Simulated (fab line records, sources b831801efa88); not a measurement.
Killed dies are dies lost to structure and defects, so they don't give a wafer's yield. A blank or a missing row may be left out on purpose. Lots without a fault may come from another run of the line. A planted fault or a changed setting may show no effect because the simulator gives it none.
fab line records | flow sky130
record lots=5 wafers=15 last_day=50
route steps=708 shown SONOS_ONO@171 PAD_OPEN@708
lots that met no fault: from a run of the same line without faults
start_h: hours from the record's first day to the start of the lot's first wafer shown | wait_h: hours since the lot's step before | " the same as in the row above | L1.1+2: a row that stands for several wafers | - no value, or no start given | * or withheld: withheld | < > ~ a bound
route shown NAME@n: a module of which the file shows steps, and the number in the route of the first | usual: mean/standard deviation of fault-free wafers | same: alike in all rows | chamber/n: place in a boat | sites: the reading at each site | _std_site: their standard deviation | _edge_site: outer sites' mean less inner sites' | radius_mm: how far each site lies from the wafer's centre | mask NAME#n: copy n | behind: the tool/chamber that last shaped the wafer | hold: why the lot was held/for how many hours/how that ended | device: the transistor (n, p or np) that didn't switch | end of line: the same wafers' tests at the end of the route | a step without rows: its recipe alone | killed: dies lost to structure and defects at the first sort, not the wafer's yield | map: a wafer's dies, x killed, . not, _ none there
set.NAME: the setting as run; set.NAME@STEP: as run at that earlier step | model.NAME: the simulator's own value behind a step, which no gauge read
lots at some steps of the route; a table a step, a row a wafer
services: from which hour (start_h, from the record's first day; less than 0 if before it) a tool's chamber was out of use, for how many hours, and why
## steps
# step SKY_SONOS_ONO_THK_MEAS_03
# recipe reads=Si3N4_of_SONOS_ONO_CVD_02
# usual SONOS_ONO_CVD_02_THK=10.55/0.14
# columns lot.wafer tool chamber start_h wait_h SONOS_ONO_CVD_02_THK[nm]
L661.3 film_metro-04 - 327.76 0.0 10.84
L661.5 " - " " 10.78
L661.6 " - " " 10.70
L668.2 film_metro-02 - 377.42 0.0 10.48
L668.3 " - " " 10.62
L668.4 " - " " 10.52
L670.1 film_metro-01 - 397.44 0.0 10.68
L670.4 " - " " 10.68
L670.5 " - " " 10.63
L672.1 film_metro-04 - 417.25 0.0 10.67
L672.3 " - " " 10.71
L672.5 " - " " 10.71
L673.1 film_metro-02 - 421.42 0.0 10.61
L673.2 " - " " 10.55
L673.4 " - " " 10.68
# step SKY_SONOS_ONO_CVD_04
# recipe material=SiO2 precursor=SiH4/N2O target_thk_nm=5.7199 temp_c=900 pressure_mtorr=400
# step SKY_SONOS_ONO_THK_MEAS_05
# recipe reads=SiO2_of_SONOS_ONO_CVD_04
# usual SONOS_ONO_CVD_04_THK=5.70/0.09
# columns lot.wafer tool chamber start_h wait_h SONOS_ONO_CVD_04_THK[nm]
L661.3 film_metro-04 - 330.41 0.0 5.79
L661.5 " - " " 5.79
L661.6 " - " " 5.72
L668.2 film_metro-02 - 379.36 0.0 5.84
L668.3 " - " " 5.78
L668.4 " - " " 5.67
L670.1 film_metro-02 - 398.75 0.0 5.78
L670.4 " - " " 5.77
L670.5 " - " " 5.94
L672.1 film_metro-01 - 418.56 0.0 5.60
L672.3 " - " " 5.68
L672.5 " - " " 5.49
L673.1 film_metro-04 - 422.73 0.0 5.76
L673.2 " - " " 5.80
L673.4 " - " " 5.84
# step SKY_SONOS_ONO_DEHYDRATE_06
# recipe temp_c=200 time_s=60
# step SKY_SONOS_ONO_HMDS_07
# recipe prime_time_s=60 prime_temp_c=120
# step SKY_SONOS_ONO_COAT_08
# recipe resist=NOVOLAK spin_rpm=3000 resist_thk_nm=1140
# step SKY_SONOS_ONO_SOFTBAKE_09
# recipe temp_c=90 time_s=60 resist=NOVOLAK
# step SKY_SONOS_ONO_EXPOSE_10
# recipe mask_id=ONOM target_cd_nm=410 na=0.6 source_shape=conventional sigma_outer=0.6 dose_mj=150
# step SKY_SONOS_ONO_PEB_11
# recipe temp_c=withheld time_s=* resist=NOVOLAK
# step SKY_SONOS_ONO_DEVELOP_12
# recipe develop_time_s=60 dev_temp_c=23
# step SKY_SONOS_ONO_CD_MEAS_13
# recipe target_cd_nm=410
# usual cd_nm=410.1/2.5
# columns lot.wafer tool chamber start_h wait_h cd_nm
L661.3 cd_sem-02 - 356.91 0.1 405.5
L661.5 " - " " 407.0
L661.6 " - " " 404.5
L668.2 cd_sem-01 - 407.18 0.1 410.5
L668.3 " - " " 411.4
L668.4 " - " " 409.0
L670.1 cd_sem-02 - 427.62 0.1 409.4
L670.4 " - " " 408.9
L670.5 " - " " 408.5
L672.1 cd_sem-02 - 449.80 0.1 406.7
L672.3 " - " " 408.1
L672.5 " - " " 407.9
L673.1 cd_sem-02 - 452.84 0.1 409.5
L673.2 " - " " 408.3
L673.4 " - " " 407.8
# step SKY_SONOS_ONO_OVL_MEAS_14
# usual SONOS_ONO_OVL=0.3/1.4
# columns lot.wafer tool chamber start_h wait_h SONOS_ONO_OVL[nm]
L661.3 overlay-01 - 357.01 0.1 3.1
L661.5 " - " " 2.9
L661.6 " - " " 3.6
L668.2 overlay-02 - 407.29 0.1 -0.4
L668.3 " - " " -0.6
L668.4 " - " " -0.1
L670.1 overlay-02 - 427.74 0.1 2.0
L670.4 " - " " 2.1
L670.5 " - " " 1.2
L672.1 overlay-02 - 449.92 0.1 -0.7
L672.3 " - " " -1.3
L672.5 " - " " -1.4
L673.1 overlay-01 - 452.96 0.1 1.1
L673.2 " - " " 0.8
L673.4 " - " " 2.7
# step SKY_SONOS_ONO_ETCH_15
# recipe target_depth_nm=19.52 chemistry=CHF3/O2 source_w=600 bias_w=200 pressure_mtorr=40 chf3_flow_sccm=50 O2_flow_sccm=5 time_s=7.8
# usual drypump_motor_current_A=5.8/0.47 oes_product_au=0.998/0.01 throttle_valve_pct=8.825/0.0089
# columns lot.wafer tool chamber start_h wait_h drypump_motor_current_A oes_product_au rf_hours_counter_h throttle_valve_pct model.SONOS_ONO.feature_depth_nm model.etch.depth_nm model.NOVOLAK_of_SONOS_ONO_COAT_08.thk_nm
L661.3 rie_diel-01 0 357.03 0.0 6.5 0.996 26 8.829 8.447 8.447 1131
L661.5 " 3 " " 5.1 0.987 - 8.816 8.386 8.386 1130
L661.6 " 2 " " 5.9 1.002 - 8.851 19.35 19.35 1120
L668.2 rie_diel-03 2 407.32 0.0 6.0 0.990 8 8.824 19.22 19.22 1117
L668.3 " 1 " " 6.3 1.007 100 8.831 20 20 1122
L668.4 " 3 " " 5.9 1.013 - 8.833 19.97 19.97 1120
L670.1 rie_diel-02 1 427.78 0.0 5.3 0.994 84 8.818 19.52 19.52 1126
L670.4 " 2 " " 5.7 0.988 0 8.815 19.1 19.1 1119
L670.5 " 1 " " 5.3 0.994 - 8.827 19.45 19.45 1129
L672.1 rie_diel-01 2 449.96 0.0 5.9 0.982 0 8.807 19.04 19.04 1124
L672.3 " 3 " " 5.1 0.990 19 8.817 19.17 19.17 1126
L672.5 " 0 " " 6.6 1.003 - 8.812 19.59 19.59 1124
L673.1 rie_diel-03 1 453.00 0.0 6.3 1.001 101 8.826 19.64 19.64 1126
L673.2 " 2 " " 6.0 0.981 9 8.814 19.02 19.02 1127
L673.4 " 0 " " 5.7 1.006 1 8.837 19.51 19.51 1123
# step SKY_SONOS_ONO_WET_ETCH_16
# recipe chemistry=dHF target_depth_nm=14 dry=n2_spin target=SiO2 dilution=100:1 temp_c=25 time_s=280
# step SKY_PAD_OPEN_PROBE_99
# usual killed_at_M0_to_M3=42/6.1 killed_at_M4_up=3.3/1.7 killed_at_contacts=25/5.4 killed_at_front_end=16/4.6 killed_at_other=0.4/0.55 killed_dies=87/8.8 killed_open=47/7.1 killed_short=40/5.8
# same gross_dies=492 killed_at_back_side=0
# columns lot.wafer tool chamber start_h wait_h killed_at_M0_to_M3 killed_at_M4_up killed_at_contacts killed_at_front_end killed_at_other killed_dies killed_open killed_short model.etest.nfet_16v.r_on_ohm_um model.etest.pfet_16v.r_on_ohm_um model.etest.pfet_g5v0d10v5.r_on_ohm_um model.etest.nfet_g5v0d10v5.r_on_ohm_um model.etest.nfet_g5v0d10v5.drive_ua_um model.etest.tip_sonos.rs_ohm_sq model.etest.nfet_05v0_nvt.drive_ua_um model.etest.nfet_16v.drive_ua_um
L661.3 prober-02 - 1131.65 0.2 32 3 17 16 0 68 38 30 1.772e+04 1.585e+04 5496 2426 396.7 2909 418.8 131.8
L661.5 prober-02 - 1131.75 0.2 39 2 35 23 0 99 60 39 1.791e+04 1.627e+04 5476 2430 398 2840 421 132.8
L668.2 prober-02 - 1155.73 0.1 40 3 32 11 1 87 55 32 1.429e+04 1.565e+04 4857 1942 585.2 2617 558.2 216.4
L668.3 prober-02 - 1155.78 0.2 47 2 27 19 0 95 56 39 1.426e+04 1.571e+04 4816 1917 594.5 2594 562.6 218.7
L668.4 prober-02 - 1155.83 0.2 23 2 28 12 0 65 33 32 1.424e+04 1.529e+04 4854 1939 585 2635 556.4 215.9
L670.1 prober-01 - 1176.05 0.1 33 2 21 17 0 73 32 41 1.378e+04 1.483e+04 4699 1854 607.3 2606 576.8 222.8
L670.4 prober-01 - 1176.20 0.2 40 6 28 10 0 84 47 35 1.397e+04 1.463e+04 4787 1898 597.2 2618 574.6 222.8
L670.5 prober-01 - 1176.25 0.2 45 4 21 25 0 95 42 53 1.388e+04 1.49e+04 4639 1860 612.9 2606 576.8 227.1
L672.1 prober-01 - 1188.45 0.1 45 4 28 19 0 96 53 43 1.458e+04 1.626e+04 4815 1942 583.2 2767 559 213.4
L672.3 prober-01 - 1188.55 0.2 40 2 29 13 0 84 48 36 1.436e+04 1.511e+04 4761 1903 598.4 2696 571.4 217.9
L672.5 prober-01 - 1188.65 0.2 38 6 26 9 1 80 40 40 1.445e+04 1.543e+04 4786 1907 590.5 2718 569.1 215.9
# killed by level:class
L661.3 LI_CONTACT:geometric_particle:open=9 VIA1:geometric_particle:open=8 VIA3:geometric_particle:open=7 FIELD_ISO:geometric_particle:short=6 POLY_GATE:geometric_particle:short=5 CONTACT:geometric_particle:open=5 METAL1:geometric_particle:short=4 METAL2:geometric_particle:short=4
L661.5 CONTACT:geometric_particle:open=14 LI_CONTACT:geometric_particle:open=9 METAL2:geometric_particle:short=9 VIA1:geometric_particle:open=7 VIA3:geometric_particle:open=7 FIELD_ISO:geometric_particle:open=6 FIELD_ISO:geometric_particle:short=5 LI_CONTACT:geometric_particle:short=5
L668.2 CONTACT:geometric_particle:open=18 LI_CONTACT:geometric_particle:open=8 VIA1:geometric_particle:open=8 VIA2:geometric_particle:open=7 METAL1:geometric_particle:short=5 VIA3:geometric_particle:open=5 METAL2:geometric_particle:short=4 FIELD_ISO:geometric_particle:short=3
L668.3 CONTACT:geometric_particle:open=13 VIA2:geometric_particle:open=9 VIA3:geometric_particle:open=7 VIA1:geometric_particle:open=7 METAL1:geometric_particle:short=6 LI_CONTACT:geometric_particle:short=6 POLY_GATE:geometric_particle:short=5 LI_CONTACT:geometric_particle:open=5
L668.4 CONTACT:geometric_particle:open=10 LI_CONTACT:geometric_particle:open=5 LOCAL_INTERCONNECT:geometric_particle:short=5 CONTACT:geometric_particle:short=5 POLY_GATE:geometric_particle:short=4 VIA1:geometric_particle:open=4 METAL2:geometric_particle:short=4 VIA2:geometric_particle:open=4
L670.1 VIA1:geometric_particle:open=9 FIELD_ISO:geometric_particle:open=6 CONTACT:geometric_particle:short=6 LI_CONTACT:geometric_particle:open=6 VIA1:geometric_particle:short=6 METAL2:geometric_particle:short=5 FIELD_ISO:geometric_particle:short=4 LI_CONTACT:geometric_particle:short=4
L670.4 CONTACT:geometric_particle:open=9 VIA1:geometric_particle:open=8 VIA2:geometric_particle:open=7 VIA3:geometric_particle:open=7 LI_CONTACT:geometric_particle:short=6 CONTACT:geometric_particle:short=6 VIA2:geometric_particle:short=6 LI_CONTACT:geometric_particle:open=5
L670.5 VIA1:geometric_particle:open=10 POLY_GATE:geometric_particle:short=8 LI_CONTACT:geometric_particle:open=7 METAL1:geometric_particle:short=7 FIELD_ISO:geometric_particle:open=6 METAL2:geometric_particle:short=6 FIELD_ISO:geometric_particle:short=5 VIA1:geometric_particle:short=5
L672.1 CONTACT:geometric_particle:open=9 VIA3:geometric_particle:open=9 VIA1:geometric_particle:open=8 LOCAL_INTERCONNECT:geometric_particle:short=7 METAL1:geometric_particle:short=6 POLY_GATE:geometric_particle:open=6 VIA2:geometric_particle:open=6 LI_CONTACT:geometric_particle:open=5
L672.3 CONTACT:geometric_particle:open=13 VIA1:geometric_particle:open=11 LI_CONTACT:geometric_particle:open=6 VIA3:geometric_particle:open=6 CONTACT:geometric_particle:short=5 METAL1:geometric_particle:short=5 VIA2:geometric_particle:open=4 LOCAL_INTERCONNECT:geometric_particle:short=3
L672.5 VIA1:geometric_particle:open=9 CONTACT:geometric_particle:open=8 VIA1:geometric_particle:short=8 VIA2:geometric_particle:open=8 LI_CONTACT:geometric_particle:open=5 CONTACT:geometric_particle:short=5 METAL4:geometric_particle:short=5 LOCAL_INTERCONNECT:geometric_particle:short=4
## services
# columns tool chamber start_h hours kind
rie_diel-01 - 343.51 4.0 pm
rie_diel-02 - 360.76 28.1 pm
rie_diel-02 2 390.85 - clean
rie_diel-02 2 390.85 12.4 scheduled_down
rie_diel-02 2 390.85 12.4 vent_cycle
rie_diel-03 0 398.40 - clean
rie_diel-03 0 398.40 14.4 scheduled_down
rie_diel-03 0 398.40 14.4 vent_cycle
rie_diel-02 3 405.71 5.5 repair
rie_diel-01 2 412.24 - clean
rie_diel-01 2 412.24 16.8 scheduled_down
rie_diel-01 2 412.24 16.8 vent_cycle
rie_diel-02 2 417.52 7.1 repair
## key
first_sign none at tools or gauges
model_effect step=SKY_SONOS_ONO_ETCH_15 value=SONOS_ONO.feature_depth_nm without=19.09 struck=8.417
model_effect step=SKY_PAD_OPEN_PROBE_99 value=etest.nfet_16v.r_on_ohm_um without=1.418e+04 struck=1.781e+04
met_at SKY_SONOS_ONO_ETCH_15
struck_wafers L661.3,L661.5
tester_left_out L661
fault kind=process_parameter_drift tool=rie_diel-01 chamber=- onset_h=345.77 steps=SKY_SONOS_ONO_ETCH_15 channel=time_s offset=* shape=step end_h=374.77 scope=struck_wafers_only acts_in=* stated=*
# tester_left_out: of these lots the tester's yield and bins aren't shown, on N5 and GAA mostly nor the transistor test; their killed dies are dies lost to structure and defects alone, not to doping, threshold or leakage, so they don't give the yield
